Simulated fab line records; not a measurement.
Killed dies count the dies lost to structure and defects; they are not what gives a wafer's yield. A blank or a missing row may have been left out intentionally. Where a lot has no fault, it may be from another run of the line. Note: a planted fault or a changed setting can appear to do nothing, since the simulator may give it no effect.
Matching of chambers + flow sky130 + SKY_VIA2_ETCH_15 on rie_diel-01: 4 sister chambers
The step etches SiO2 in C4F8/O2/Ar, stops on TiN, target depth 546 nm, time 84 s. 4 wafers are shown with their chamber, then 7 later ones without.

WAFERS PAIRED WITH THEIR CHAMBERS
| wafer  | chamber | oes_product_au (a.u.) |
|--------|---------|-----------------------|
| L077.6 | 0       | 0.930                 |
| L085.2 | 1       | 0.936                 |
| L087.2 | 3       | 0.940                 |
| L087.5 | 2       | 0.942                 |

WAFERS WITHOUT THEIR CHAMBER
| wafer  | oes_product_au (a.u.) |
|--------|-----------------------|
| L087.6 | 0.942                 |
| L091.1 | 0.941                 |
| L091.4 | 0.939                 |
| L091.5 | 0.942                 |
| L093.1 | 0.946                 |
| L093.4 | 0.940                 |
| L093.5 | 0.940                 |

EACH ONE'S CHAMBER
| wafer  | from the rows above          | in truth |
|--------|------------------------------|----------|
| L087.6 | can't be placed: 2 or 3      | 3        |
| L091.1 | can't be placed: 2 or 3      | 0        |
| L091.4 | can't be placed: 3 or 1 or 2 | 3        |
| L091.5 | can't be placed: 2 or 3      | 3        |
| L093.1 | can't be placed: 2 or 3      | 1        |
| L093.4 | can't be placed: 3 or 2      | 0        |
| L093.5 | can't be placed: 3 or 2      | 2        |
Correctly placed: 0 of 7. Cannot be placed on the basis of these rows: 7; the candidates contain the true chamber in 4. Number placed wrongly: 0.
How it was worked out, from the rows above alone: a wafer's distance from a chamber is the root of the sum, over the readings, of the square of ((its reading less the chamber's mean) divided by the reading's scatter). The wafer belongs to the nearest chamber; if the next one is less than 2 further off, it can't be placed. A chamber's mean is the mean of its shown wafers. The scatter: with one shown wafer a chamber, the root of the mean of the squares of how far each hidden wafer lies from its nearest shown one.
